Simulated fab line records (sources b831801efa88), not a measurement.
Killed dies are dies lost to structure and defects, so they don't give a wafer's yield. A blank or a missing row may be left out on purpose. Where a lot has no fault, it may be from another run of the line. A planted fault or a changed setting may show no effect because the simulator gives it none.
fab line records    flow sky130
[record] lots = 7  wafers = 21  last-day = 50
route steps=708 shown METAL5@671 PASSIVATION@681 PAD_OPEN@694
lots that met no fault: from a run of the same line without faults
start-h: hours from the record's first day to the start of the lot's first wafer shown    wait-h: hours from the lot's prior step to this one    " same as the row above    L1.1+2: a single row standing in for several wafers    - either no value or no given start    * or withheld: withheld    < > ~ a bound
route shown NAME@n: a module of which the file shows steps, and the number in the route of the first    usual: the fault-free wafers' mean and standard deviation    same: alike in all rows    chamber/n: place in a boat    sites: each site's reading    _std_site: the values' standard deviation    _edge_site: the outer-site mean with the inner-site mean subtracted    radius-mm: how far each site lies from the wafer's centre    mask NAME#n: copy n    behind: the last tool/chamber to shape the wafer    hold: reason for holding the lot/hours on hold/outcome of the hold    device: whichever transistor did not switch (one of n, p or np)    end of line: the route-end tests of the same wafers    a step without rows: its recipe alone    killed: count of dies lost to structure and defects at first sort (not the wafer's yield)    map: shows each die of a wafer: x if killed, . if not, _ if none is there
set.NAME: the setting as run; set.NAME@STEP: as run at that earlier step    model.NAME: the simulator's own value behind a step, which no gauge read
certain route steps with their lots: each step a table, each wafer a row
services: when a tool's chamber went out of use (start-h, in hours from the record's first day, below 0 if earlier), for how many hours, and the reason
[[steps]]
[step SKY_METAL5_SOFTBAKE_10]
[recipe] temp-c = 90  time-s = 60  resist = NOVOLAK
[step SKY_METAL5_EXPOSE_11]
[recipe] mask-id = MM5  na = 0.6  source-shape = conventional  sigma-outer = 0.6  polarization = unpolarized  target-cd-nm = 1600  dose-mj = 190
[step SKY_METAL5_PEB_12]
[recipe] temp-c = withheld  time-s = *  resist = NOVOLAK
[step SKY_METAL5_DEVELOP_13]
[recipe] resist = NOVOLAK  developer = TMAH  develop-time-s = 60  dev-temp-c = 23
[step SKY_METAL5_DESCUM_14]
[recipe] chemistry = O2  source-power-w = 150  bias-power-w = 0  pressure-mtorr = 10  temp-c = 40  time-s = 11
[step SKY_METAL5_METAL_ETCH_15]
[recipe] target-depth-a = 12600  stop-on = SiO2  over-etch-frac = 0.2  time-s = 252  chemistry = Cl2/BCl3  resist-sidewall-deg = 86  pressure-mtorr = 10  icp-w = 900  bias-w = 48.5  Cl2_flow_sccm = 60  bcl3-flow-sccm = 30
[usual] bcl3-flow-sccm = 30.00/0.087  drypump-motor-current-A = 5.7/0.41  mfc-cl2-sccm = 60.02/0.19  oes-product-au = 0.894/0.005  throttle-valve-pct = 22.264/0.0092
lot.wafer  tool          chamber  start-h  wait-h  bcl3-flow-sccm  drypump-motor-current-A  mfc-cl2-sccm  oes-product-au  rf-hours-counter-h  throttle-valve-pct
L174.2     rie-metal-02  0        1044.62  0.0     30.00           5.4                      60.32         0.897           3                   22.259
L174.5     "             1        "        "       29.97           6.3                      59.98         0.896           -                   22.259
L174.6     "             0        "        "       30.01           5.4                      60.23         0.898           -                   22.261
L181.1     rie-metal-03  0        1091.97  0.0     29.93           6.3                      59.88         0.888           2                   22.251
L181.2     "             1        "        "       29.94           5.4                      59.77         0.894           12                  22.258
L181.6     "             1        "        "       29.97           5.5                      59.83         0.899           -                   22.264
L191.1     rie-metal-03  1        1144.57  0.0     30.01           5.5                      60.07         0.896           17                  22.273
L191.3     "             1        "        "       29.99           5.4                      59.98         0.890           -                   22.251
L191.4     "             0        "        "       29.96           6.3                      60.11         0.897           -                   22.257
L193.1     rie-metal-03  1        1154.42  0.0     29.94           5.5                      60.02         0.900           18                  22.271
L193.3     "             1        "        "       30.01           5.4                      59.93         0.902           -                   22.270
L193.6     "             1        "        "       29.98           5.5                      59.84         0.894           -                   22.269
L192.2     rie-metal-02  0        1158.15  0.0     30.11           5.4                      60.02         0.891           10                  22.252
L192.3     "             1        "        "       30.01           6.3                      60.03         0.891           -                   22.264
L192.6     "             0        "        "       30.03           5.5                      59.98         0.900           -                   22.273
L195.1     rie-metal-03  1        1163.22  0.0     29.98           5.4                      60.02         0.894           19                  22.272
L195.2     "             0        "        "       29.94           6.3                      60.60         0.892           9                   22.276
L195.5     "             1        "        "       30.11           5.5                      60.03         0.898           -                   22.255
L194.2     rie-metal-02  0        1165.62  0.0     30.02           5.5                      59.90         0.892           11                  22.267
L194.3     "             0        "        "       30.17           5.5                      60.28         0.894           -                   22.270
L194.4     "             1        "        "       29.92           6.3                      60.39         0.888           -                   22.264
[step SKY_METAL5_STRIP_16]
[recipe] chemistry = O2/N2  power-w = 1400  pressure-mtorr = 1500  platen-temp-c = withheld  o2-flow-sccm = 3000  n2-flow-sccm = 300  overash-fraction = 0.5
[usual] drypump-motor-current-A = 5.7/0.52  oes-product-au = 0.710/0.0046  strip-time-to-endpoint-s = 13.09/0.19
[same] overash-fraction = 0.5
lot.wafer  tool             chamber  start-h  wait-h  drypump-motor-current-A  oes-product-au  rf-hours-counter-h  strip-time-to-endpoint-s
L174.2     plasma-asher-03  1        1044.85  0.2     5.1                      0.709           90                  13.23
L174.5     "                1        "        "       5.1                      0.705           -                   13.33
L174.6     "                0        "        "       5.6                      0.707           -                   13.25
L181.1     plasma-asher-02  1        1092.21  0.2     6.3                      0.715           3                   13.14
L181.2     "                0        "        "       5.3                      0.710           3                   12.73
L181.6     "                0        "        "       5.3                      0.699           -                   12.73
L191.1     plasma-asher-04  1        1144.81  0.2     6.4                      0.710           41                  12.83
L191.3     "                1        "        "       6.4                      0.717           -                   12.80
L191.4     "                0        "        "       5.3                      0.706           -                   13.13
L193.1     plasma-asher-03  0        1154.66  0.2     5.6                      0.714           101                 12.78
L193.3     "                1        "        "       5.1                      0.709           -                   12.87
L193.6     "                0        "        "       5.6                      0.714           -                   12.82
L192.2     plasma-asher-02  1        1158.39  0.2     6.3                      0.713           9                   13.22
L192.3     "                1        "        "       6.4                      0.717           -                   13.30
L192.6     "                0        "        "       5.3                      0.706           -                   13.37
L195.1     plasma-asher-02  0        1163.46  0.2     5.3                      0.704           10                  12.83
L195.2     "                1        "        "       6.3                      0.716           10                  13.18
L195.5     "                1        "        "       6.4                      0.715           -                   12.78
L194.2     plasma-asher-04  0        1165.86  0.2     5.3                      0.720           43                  13.37
L194.3     "                0        "        "       5.3                      0.712           -                   13.35
L194.4     "                1        "        "       6.4                      0.715           -                   13.40
[step SKY_METAL5_STRIP_17]
[recipe] chemistry = post-etch-residue-remover  time-s = 1200  temp-c = 72.5
[step SKY_METAL5_CLEAN_18]
[recipe] chemistry = IPA  time-s = 180  temp-c = 25
[step SKY_METAL5_CLEAN_19]
[recipe] chemistry = O3/DIW  dry = n2-spin
[step SKY_PASSIVATION_CVD_00]
[recipe] material = SiO2  target-thk-nm = 90  temp-c = 400  time-s = withheld  rf-w = 600
[usual] heater-power-w = 664/110
lot.wafer  tool      chamber  start-h  wait-h  heater-power-w
L174.2     pecvd-03  0        1045.47  0.0     595
L174.5     "         0        "        "       601
L174.6     "         1        "        "       720
L181.1     pecvd-01  0        1092.84  0.0     664
L181.2     "         2        "        "       701
L181.6     "         2        "        "       549
L191.1     pecvd-01  0        1145.40  0.0     655
L191.3     "         2        "        "       685
L191.4     "         1        "        "       444
L193.1     pecvd-01  0        1155.25  0.0     781
L193.3     "         2        "        "       658
L193.6     "         1        "        "       394
L192.2     pecvd-03  2        1158.98  0.0     777
L192.3     "         2        "        "       792
L192.6     "         2        "        "       790
L195.1     pecvd-01  0        1164.05  0.0     768
L195.2     "         1        "        "       461
L195.5     "         2        "        "       678
L194.2     pecvd-02  1        1166.45  0.0     829
L194.3     "         0        "        "       649
L194.4     "         2        "        "       677
[step SKY_PASSIVATION_THK_MEAS_01]
[recipe] reads = SiO2_of_PASSIVATION_CVD_00
[usual] PASSIVATION_CVD_00_THK = 90.2/1.1
lot.wafer  tool           chamber  start-h  wait-h  PASSIVATION_CVD_00_THK[nm]
L174.2     film-metro-04  -        1045.50  -       89.0
L174.5     "              -        "        "       91.1
L174.6     "              -        "        "       92.2
L181.1     film-metro-01  -        1092.86  -       89.2
L181.2     "              -        "        "       87.0
L181.6     "              -        "        "       90.7
L191.1     film-metro-01  -        1145.42  -       89.2
L191.3     "              -        "        "       89.3
L191.4     "              -        "        "       90.4
L193.1     film-metro-02  -        1155.27  -       88.5
L193.3     "              -        "        "       90.0
L193.6     "              -        "        "       91.5
L192.2     film-metro-01  -        1159.02  -       89.8
L192.3     "              -        "        "       92.4
L192.6     "              -        "        "       91.2
L195.1     film-metro-01  -        1164.07  -       88.5
L195.2     "              -        "        "       88.3
L195.5     "              -        "        "       91.0
L194.2     film-metro-04  -        1166.48  -       89.2
L194.3     "              -        "        "       90.4
L194.4     "              -        "        "       91.6
[step SKY_PASSIVATION_CVD_02]
[recipe] material = Si3N4  target-thk-nm = 540  temp-c = 400  time-s = withheld  rf-w = 450
[usual] heater-power-w = 745/100
lot.wafer  tool      chamber  start-h  wait-h  heater-power-w  model.Si3N4_of_PASSIVATION_CVD_02.thk-nm
L174.2     pecvd-02  0        1045.55  0.0     728             531.4
L174.5     "         1        "        "       843             532.3
L174.6     "         2        "        "       597             538.8
L181.1     pecvd-02  2        1092.92  0.1     636             527.1
L181.2     "         0        "        "       713             537.1
L181.6     "         0        "        "       726             549
L191.1     pecvd-02  1        1145.48  0.1     845             621.4
L191.3     "         0        "        "       765             619.8
L191.4     "         0        "        "       766             626.9
L193.1     pecvd-02  0        1155.33  0.1     781             622.6
L193.3     "         2        "        "       690             617.2
L193.6     "         0        "        "       629             632.7
L192.2     pecvd-02  0        1159.07  0.0     724             625.5
L192.3     "         2        "        "       596             617.6
L192.6     "         0        "        "       785             626.2
L195.1     pecvd-03  0        1164.13  0.1     741             539.3
L195.2     "         1        "        "       738             534.9
L195.5     "         1        "        "       795             544.2
L194.2     pecvd-03  1        1166.53  0.0     828             538.2
L194.3     "         2        "        "       747             536.5
L194.4     "         2        "        "       781             547.6
[step SKY_PASSIVATION_THK_MEAS_03]
[recipe] reads = Si3N4_of_PASSIVATION_CVD_02
[usual] PASSIVATION_CVD_02_THK = 539/7.1
lot.wafer  tool           chamber  start-h  wait-h  PASSIVATION_CVD_02_THK[nm]
L174.2     film-metro-04  -        1045.79  -       531
L174.5     "              -        "        "       533
L174.6     "              -        "        "       539
L181.1     film-metro-02  -        1093.14  -       527
L181.2     "              -        "        "       537
L181.6     "              -        "        "       549
L191.1     film-metro-02  -        1145.70  -       621
L191.3     "              -        "        "       619
L191.4     "              -        "        "       627
L193.1     film-metro-01  -        1155.55  -       623
L193.3     "              -        "        "       617
L193.6     "              -        "        "       633
L192.2     film-metro-02  -        1159.31  -       625
L192.3     "              -        "        "       618
L192.6     "              -        "        "       626
L195.1     film-metro-01  -        1164.36  -       539
L195.2     "              -        "        "       535
L195.5     "              -        "        "       544
L194.2     film-metro-01  -        1166.76  -       538
L194.3     "              -        "        "       536
L194.4     "              -        "        "       547
[step SKY_PASSIVATION_DEHYDRATE_04]
[recipe] temp-c = 200  time-s = 60
[step SKY_PASSIVATION_HMDS_05]
[recipe] prime-time-s = 60  prime-temp-c = 120
[step SKY_PASSIVATION_COAT_06]
[recipe] spin-rpm = 2000  resist-thk-nm = 3000
[step SKY_PASSIVATION_SOFTBAKE_07]
[recipe] temp-c = 110  time-s = withheld
[step SKY_PASSIVATION_EXPOSE_08]
[recipe] mask-id = NSM  target-cd-nm = 3000  na = 0.57  dose-mj = 260
[step SKY_PASSIVATION_PEB_09]
[recipe] temp-c = 115  time-s = withheld
[step SKY_PASSIVATION_DEVELOP_10]
[recipe] develop-time-s = 60  dev-temp-c = 23
[step SKY_PASSIVATION_ETCH_11]
[recipe] chemistry = CF4/O2  target-depth-nm = 725  stop-on = AlCu  source-w = 800  bias-w = 150  pressure-mtorr = 150  cf4-flow-sccm = 80  O2_flow_sccm = 10  time-s = 161.1
[usual] drypump-motor-current-A = 5.9/0.42  oes-product-au = 0.976/0.0067  throttle-valve-pct = 5.964/0.0091
lot.wafer  tool         chamber  start-h  wait-h  drypump-motor-current-A  oes-product-au  rf-hours-counter-h  throttle-valve-pct  model.etch.depth-nm  model.PASSIVATION.feature-depth-nm
L174.2     rie-diel-02  1        1067.20  -       6.5                      0.970           23                  5.959               694.6                694.6
L174.5     "            0        "        "       5.0                      0.968           -                   5.960               698                  698
L174.6     "            1        "        "       6.5                      0.969           -                   5.955               704.6                704.6
L181.1     rie-diel-02  1        1113.17  -       6.6                      0.970           25                  5.967               691.5                691.5
L181.2     "            2        "        "       5.5                      0.972           2                   5.971               698.4                698.4
L181.6     "            2        "        "       5.5                      0.988           -                   5.963               714.6                714.6
L191.1     rie-diel-01  1        1163.30  -       6.1                      0.979           15                  5.962               710.6                710.6
L191.3     "            2        "        "       6.3                      0.982           21                  5.948               709.1                709.1
L191.4     "            0        "        "       6.0                      0.976           -                   5.969               717.2                717.2
L193.1     rie-diel-02  0        1173.28  -       5.0                      0.974           14                  5.961               711.1                711.1
L193.3     "            3        "        "       5.2                      0.981           29                  5.968               707.1                707.1
L193.6     "            1        "        "       6.5                      0.983           -                   5.966               710.3                710.3
L192.2     rie-diel-04  0        1176.28  -       5.3                      0.984           12                  5.976               715.4                715.4
L192.3     "            3        "        "       6.1                      0.979           19                  5.966               710                  710
L192.6     "            1        "        "       6.0                      0.977           -                   5.971               711.1                711.1
L195.1     rie-diel-01  3        1180.50  -       6.1                      0.981           10                  5.967               702.7                702.7
L195.2     "            2        "        "       6.3                      0.980           22                  5.965               698.8                698.8
L195.5     "            3        "        "       6.1                      0.987           -                   5.976               711                  711
L194.2     rie-diel-02  0        1183.98  -       5.0                      0.974           15                  5.967               699.8                699.8
L194.3     "            2        "        "       5.5                      0.969           5                   5.967               699.2                699.2
L194.4     "            0        "        "       5.0                      0.989           -                   5.970               712.1                712.1
[step SKY_PASSIVATION_STRIP_12]
[recipe] chemistry = O2/N2  power-w = 1400  pressure-mtorr = 1500  platen-temp-c = withheld  overash-fraction = 0.7  o2-flow-sccm = 3000  n2-flow-sccm = 300
[usual] drypump-motor-current-A = 5.8/0.5  oes-product-au = 0.662/0.0049  strip-time-to-endpoint-s = 31.56/0.13
[same] overash-fraction = 0.7
lot.wafer  tool             chamber  start-h  wait-h  drypump-motor-current-A  oes-product-au  rf-hours-counter-h  strip-time-to-endpoint-s
L174.2     plasma-asher-02  0        1067.31  0.1     5.3                      0.662           0                   31.52
L174.5     "                0        "        "       5.3                      0.655           -                   31.56
L174.6     "                1        "        "       6.4                      0.664           -                   31.34
L181.1     plasma-asher-02  1        1113.28  0.1     6.4                      0.664           5                   31.70
L181.2     "                0        "        "       5.3                      0.661           5                   31.77
L181.6     "                0        "        "       5.3                      0.667           -                   31.64
L191.1     plasma-asher-01  1        1163.41  0.1     6.1                      0.667           70                  31.52
L191.3     "                0        "        "       5.3                      0.662           -                   31.54
L191.4     "                1        "        "       6.1                      0.663           -                   31.62
L193.1     plasma-asher-02  1        1173.39  0.1     6.4                      0.660           11                  31.53
L193.3     "                0        "        "       5.3                      0.661           -                   31.51
L193.6     "                1        "        "       6.3                      0.662           -                   31.51
L192.2     plasma-asher-02  1        1176.39  0.1     6.3                      0.670           11                  31.49
L192.3     "                1        "        "       6.3                      0.669           -                   31.56
L192.6     "                1        "        "       6.4                      0.658           -                   31.64
L195.1     plasma-asher-02  0        1180.61  0.1     5.3                      0.657           11                  31.36
L195.2     "                1        "        "       6.4                      0.660           11                  31.50
L195.5     "                0        "        "       5.3                      0.659           -                   31.39
L194.2     plasma-asher-01  1        1184.09  0.1     6.1                      0.663           72                  31.48
L194.3     "                0        "        "       5.3                      0.654           -                   31.52
L194.4     "                1        "        "       6.1                      0.654           -                   31.56
[step SKY_PAD_OPEN_DEHYDRATE_00]
[recipe] temp-c = 200  time-s = 60
[step SKY_PAD_OPEN_HMDS_01]
[recipe] prime-time-s = 60  prime-temp-c = 120
[step SKY_PAD_OPEN_COAT_02]
[recipe] spin-rpm = 2000  resist-thk-nm = 3000
[step SKY_PAD_OPEN_SOFTBAKE_03]
[recipe] temp-c = 110  time-s = withheld
[step SKY_PAD_OPEN_EXPOSE_04]
[recipe] mask-id = PDM  target-cd-nm = 60000  na = 0.57  dose-mj = 260
[step SKY_PAD_OPEN_PEB_05]
[recipe] temp-c = 115  time-s = withheld
[step SKY_PAD_OPEN_DEVELOP_06]
[recipe] develop-time-s = 60  dev-temp-c = 23
[step SKY_PAD_OPEN_ETCH_07]
[recipe] chemistry = CF4/O2  target-depth-nm = 725  stop-on = AlCu  source-w = 800  bias-w = 150  pressure-mtorr = 150  cf4-flow-sccm = 80  O2_flow_sccm = 10  time-s = 161.1
[usual] drypump-motor-current-A = 5.6/0.55  oes-product-au = 0.976/0.0064  throttle-valve-pct = 5.965/0.0095
lot.wafer  tool         chamber  start-h  wait-h  drypump-motor-current-A  oes-product-au  rf-hours-counter-h  throttle-valve-pct  model.PAD_OPEN.feature-depth-nm  model.etch.depth-nm
L174.2     rie-diel-03  3        1088.30  -       6.1                      0.973           27                  5.968               694.6                            694.6
L174.5     "            1        "        "       4.9                      0.973           -                   5.971               698                              698
L174.6     "            2        "        "       5.1                      0.977           -                   5.974               704.6                            704.6
L181.1     rie-diel-01  3        1132.89  -       6.1                      0.964           9                   5.970               691.5                            691.5
L181.2     "            1        "        "       6.1                      0.971           15                  5.954               698.4                            698.4
L181.6     "            3        "        "       6.1                      0.990           -                   5.960               714.7                            714.7
L191.1     rie-diel-01  1        1179.79  -       6.1                      0.978           16                  5.963               710.6                            710.6
L191.3     "            2        "        "       6.3                      0.980           22                  5.975               709.1                            709.1
L191.4     "            3        "        "       6.1                      0.993           10                  5.965               717.2                            717.2
L193.1     rie-diel-03  2        1189.52  -       5.1                      0.989           29                  5.970               711.1                            711.1
L193.3     "            1        "        "       4.9                      0.981           31                  5.968               707.1                            707.1
L193.6     "            1        "        "       4.9                      0.992           -                   5.965               722.6                            722.6
L192.2     rie-diel-02  1        1191.37  -       6.5                      0.977           28                  5.955               711.3                            711.3
L192.3     "            3        "        "       5.2                      0.978           30                  5.962               710                              710
L192.6     "            1        "        "       6.6                      0.987           -                   5.971               714                              714
L195.1     rie-diel-02  2        1196.59  -       5.5                      0.968           6                   5.963               702.7                            702.7
L195.2     "            3        "        "       5.2                      0.976           30                  5.962               698.8                            698.8
L195.5     "            3        "        "       5.2                      0.983           -                   5.982               709.5                            709.5
L194.2     rie-diel-02  0        1199.50  -       5.0                      0.979           15                  5.963               699.8                            699.8
L194.3     "            3        "        "       5.2                      0.975           30                  5.963               699.2                            699.2
L194.4     "            1        "        "       6.5                      0.971           28                  5.952               707                              707
[step SKY_PAD_OPEN_STRIP_08]
[recipe] chemistry = O2/N2  power-w = 1400  pressure-mtorr = 1500  platen-temp-c = withheld  overash-fraction = 0.7  o2-flow-sccm = 3000  n2-flow-sccm = 300
[usual] drypump-motor-current-A = 5.6/0.44  oes-product-au = 0.663/0.0041  strip-time-to-endpoint-s = 37.05/0.097
[same] overash-fraction = 0.7
lot.wafer  tool             chamber  start-h  wait-h  drypump-motor-current-A  oes-product-au  rf-hours-counter-h  strip-time-to-endpoint-s
L174.2     plasma-asher-02  0        1088.41  0.1     5.3                      0.659           2                   37.05
L174.5     "                0        "        "       5.4                      0.669           -                   37.01
L174.6     "                1        "        "       6.4                      0.660           -                   37.04
L181.1     plasma-asher-02  1        1132.99  0.1     6.3                      0.661           7                   37.08
L181.2     "                0        "        "       5.3                      0.661           7                   36.95
L181.6     "                1        "        "       6.3                      0.665           -                   37.03
L191.1     plasma-asher-03  1        1179.89  0.1     5.1                      0.668           103                 37.14
L191.3     "                0        "        "       5.6                      0.660           -                   37.20
L191.4     "                1        "        "       5.1                      0.660           -                   37.14
L193.1     plasma-asher-03  0        1189.71  0.1     5.6                      0.662           104                 37.05
L193.3     "                1        "        "       5.1                      0.663           -                   37.05
L193.6     "                0        "        "       5.6                      0.658           -                   37.05
L192.2     plasma-asher-03  1        1191.48  0.1     5.1                      0.672           105                 37.12
L192.3     "                0        "        "       5.6                      0.665           -                   36.95
L192.6     "                1        "        "       5.1                      0.663           -                   36.94
L195.1     plasma-asher-03  1        1196.69  0.1     5.1                      0.661           105                 36.87
L195.2     "                0        "        "       5.6                      0.661           105                 37.06
L195.5     "                1        "        "       5.1                      0.664           -                   37.07
L194.2     plasma-asher-02  1        1199.61  0.1     6.4                      0.660           13                  36.97
L194.3     "                0        "        "       5.3                      0.667           -                   37.12
L194.4     "                1        "        "       6.4                      0.662           -                   36.99
[step SKY_PAD_OPEN_STRIP_09]
[recipe] chemistry = post-etch-residue-remover  time-s = 1200  temp-c = 72.5
lot.wafer  tool          chamber  start-h  wait-h  model.Si3N4_of_PASSIVATION_CVD_02.thk-nm
L174.2     wet-bench-02  1        1088.51  0.1     531
L174.5     "             1        "        "       532
L174.6     "             1        "        "       538.4
L181.1     wet-bench-02  1        1133.09  0.1     526.8
L181.2     "             1        "        "       536.7
L181.6     "             1        "        "       548.6
L191.1     wet-bench-01  3        1179.99  0.1     621.1
L191.3     "             3        "        "       619.5
L191.4     "             3        "        "       626.5
L193.1     wet-bench-01  2        1189.83  0.1     622.3
L193.3     "             2        "        "       616.8
L193.6     "             2        "        "       632.4
L192.2     wet-bench-04  2        1191.58  0.1     625.1
L192.3     "             2        "        "       617.3
L192.6     "             2        "        "       625.9
L195.1     wet-bench-01  1        1196.79  0.1     539
L195.2     "             1        "        "       534.6
L195.5     "             1        "        "       543.8
L194.2     wet-bench-04  0        1199.71  0.1     537.9
L194.3     "             0        "        "       536.1
L194.4     "             0        "        "       547.2
[step SKY_PAD_OPEN_CLEAN_10]
[recipe] chemistry = IPA  time-s = 180  temp-c = 25
[step SKY_PAD_OPEN_PROBE_99]
[usual] defect-limited-yield = 82.4/1.9  killed_at_M0_to_M3 = 43/7.1  killed_at_M4_up = 3.2/1.7  killed-at-contacts = 24/5.6  killed-at-front-end = 16/5  killed-at-other = 0.4/0.68  killed-dies = 86/9.3  killed-open = 47/7.1  killed-short = 39/5.7  sort_bin_3_pad_short = 0.9/0.38  sort_bin_5_function = 10.4/1.5  sort_bin_6_memory = 6.3/1.3  sort-n-pass = 406/9.3  sort-yield-pct = 82.4/1.9
[same] gross-dies = 492  killed-at-back-side = 0  sort_bin_4_leakage[%] = 0  sort_bin_8_speed[%] = 0
lot.wafer  tool       chamber  start-h  wait-h  defect-limited-yield[%]  killed_at_M0_to_M3  killed_at_M4_up  killed-at-contacts  killed-at-front-end  killed-at-other  killed-dies  killed-open  killed-short  sort_bin_3_pad_short[%]  sort_bin_5_function[%]  sort_bin_6_memory[%]  sort-n-pass  sort-yield-pct[%]
L174.2     prober-01  -        1090.67  0.1     78.9                     42                  3                31                  28                   0                104          62           42            0.6                      13.4                    7.1                   388          78.9
L174.5     prober-01  -        1090.82  0.2     85.4                     35                  3                18                  16                   0                72           47           25            0.8                      8.7                     5.1                   420          85.4
L174.6     prober-01  -        1090.87  0.2     79.5                     50                  3                25                  23                   0                101          52           48            1.4                      11.8                    7.3                   391          79.5
L191.1     prober-02  -        1182.11  0.1     79.9                     51                  3                24                  21                   0                99           46           53            0.2                      13.4                    6.5                   393          79.9
L191.3     prober-02  -        1182.21  0.2     83.3                     46                  3                20                  13                   0                82           51           30            0.8                      8.7                     7.1                   410          83.3
L191.4     prober-02  -        1182.26  0.2     77.4                     57                  6                21                  26                   1                111          68           43            1.0                      12.8                    8.7                   381          77.4
L192.2     prober-02  -        1193.83  0.1     84.1                     39                  2                24                  13                   0                78           41           37            0.4                      10.2                    5.3                   414          84.1
L192.3     prober-02  -        1193.88  0.2     83.5                     37                  1                28                  15                   0                81           47           34            0.4                      9.3                     6.7                   411          83.5
L192.6     prober-02  -        1194.03  0.2     84.8                     36                  3                20                  16                   0                75           39           36            1.4                      7.9                     5.9                   417          84.8
// killed by level:class
L174.2 CONTACT:geometric-particle:open=12 VIA1:geometric-particle:open=11 VIA2:geometric-particle:open=9 POLY_GATE:geometric-particle:open=7 FIELD_ISO:geometric-particle:open=6 VIA3:geometric-particle:open=6 POLY_GATE:geometric-particle:short=5 LI_CONTACT:geometric-particle:short=5
L174.5 VIA1:geometric-particle:open=12 CONTACT:geometric-particle:open=9 POLY_GATE:geometric-particle:short=5 POLY_GATE:geometric-particle:open=5 LI_CONTACT:geometric-particle:open=5 VIA2:geometric-particle:open=5 VIA3:geometric-particle:open=4 FIELD_ISO:geometric-particle:open=3
L174.6 VIA2:geometric-particle:open=15 VIA1:geometric-particle:open=9 CONTACT:geometric-particle:open=7 FIELD_ISO:geometric-particle:open=6 CONTACT:geometric-particle:short=6 POLY_GATE:geometric-particle:short=6 VIA3:geometric-particle:open=6 FIELD_ISO:geometric-particle:short=5
L191.1 CONTACT:geometric-particle:open=12 VIA1:geometric-particle:open=12 FIELD_ISO:geometric-particle:short=7 METAL1:geometric-particle:short=6 VIA2:geometric-particle:open=6 METAL2:geometric-particle:short=6 VIA2:geometric-particle:short=6 VIA3:geometric-particle:short=5
L191.3 VIA1:geometric-particle:open=12 VIA2:geometric-particle:open=8 CONTACT:geometric-particle:open=8 POLY_GATE:geometric-particle:open=6 LI_CONTACT:geometric-particle:open=6 METAL2:geometric-particle:short=5 METAL3:geometric-particle:short=5 VIA2:geometric-particle:short=4
L191.4 VIA1:geometric-particle:open=24 VIA2:geometric-particle:open=10 POLY_GATE:geometric-particle:open=8 VIA1:geometric-particle:short=7 FIELD_ISO:geometric-particle:open=6 CONTACT:geometric-particle:open=6 CONTACT:geometric-particle:short=6 METAL2:geometric-particle:short=5
L192.2 CONTACT:geometric-particle:open=13 VIA1:geometric-particle:open=8 METAL2:geometric-particle:short=7 POLY_GATE:geometric-particle:short=5 CONTACT:geometric-particle:short=5 METAL1:geometric-particle:short=4 VIA2:geometric-particle:short=4 FIELD_ISO:geometric-particle:open=3
L192.3 VIA1:geometric-particle:open=12 CONTACT:geometric-particle:open=9 LOCAL_INTERCONNECT:geometric-particle:short=7 CONTACT:geometric-particle:short=7 VIA2:geometric-particle:open=6 VIA3:geometric-particle:open=6 FIELD_ISO:geometric-particle:short=4 FIELD_ISO:geometric-particle:open=4
L192.6 LI_CONTACT:geometric-particle:open=8 LOCAL_INTERCONNECT:geometric-particle:short=7 VIA3:geometric-particle:open=7 FIELD_ISO:geometric-particle:open=6 METAL1:geometric-particle:short=6 VIA1:geometric-particle:open=6 VIA2:geometric-particle:short=4 POLY_GATE:geometric-particle:short=4
[[services]]
tool             chamber  start-h  hours  kind
rie-diel-02      -        1022.74  2.8    pm
rie-diel-02      0        1038.66  22.4   repair
plasma-asher-01  -        1040.49  10.1   repair
plasma-asher-02  -        1055.25  9.0    pm
rie-diel-02      2        1061.52  5.9    repair
pecvd-01         -        1064.18  0.5    repair
rie-metal-03     1        1079.22  8.5    repair
rie-diel-03      1        1090.75  4.3    repair
rie-diel-02      1        1094.55  3.2    repair
rie-diel-02      0        1097.19  1.7    repair
pecvd-01         -        1098.40  0.8    repair
rie-diel-01      3        1105.53  6.5    repair
rie-diel-01      2        1119.56  9.6    repair
pecvd-03         1        1121.40  1.8    repair
pecvd-02         0        1129.86  3.1    repair
pecvd-02         0        1134.18  3.9    repair
rie-diel-02      2        1140.65  4.7    repair
rie-metal-02     -        1142.49  14.6   pm
rie-diel-01      -        1144.62  15.6   pm
rie-diel-01      3        1162.85  4.4    repair
pecvd-02         -        1164.84  0.7    repair
plasma-asher-03  -        1168.24  0.8    repair
rie-diel-02      1        1178.39  7.0    repair
plasma-asher-02  -        1188.65  1.6    repair
[[key]]
[first-sign] step = SKY_PASSIVATION_THK_MEAS_03  reading = PASSIVATION_CVD_02_THK  direction = up  sigmas = 12  usual = 539  struck = 623
effect none on later readings
[model-effect] step = SKY_PASSIVATION_CVD_02  value = Si3N4_of_PASSIVATION_CVD_02.thk-nm  without = 532.1  struck = 623.3
[model-effect] step = SKY_PASSIVATION_ETCH_11  value = etch.depth-nm  without = 696.6  struck = 711.3
[model-effect] step = SKY_PAD_OPEN_ETCH_07  value = PAD_OPEN.feature-depth-nm  without = 696.6  struck = 712.6
[model-effect] step = SKY_PAD_OPEN_STRIP_09  value = Si3N4_of_PASSIVATION_CVD_02.thk-nm  without = 531.7  struck = 623
met-at SKY_PASSIVATION_CVD_02
struck-wafers L191.1,L191.3,L191.4,L192.2,L192.3,L192.6,L193.1,L193.3,L193.6
onset-between 1092.92 1145.48
[fault] kind = process-parameter-drift  tool = pecvd-02  chamber = -  onset-h = 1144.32  steps = SKY_PASSIVATION_CVD_02  channel = time-s  offset = withheld  shape = step  end-h = 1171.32  acts-in = *
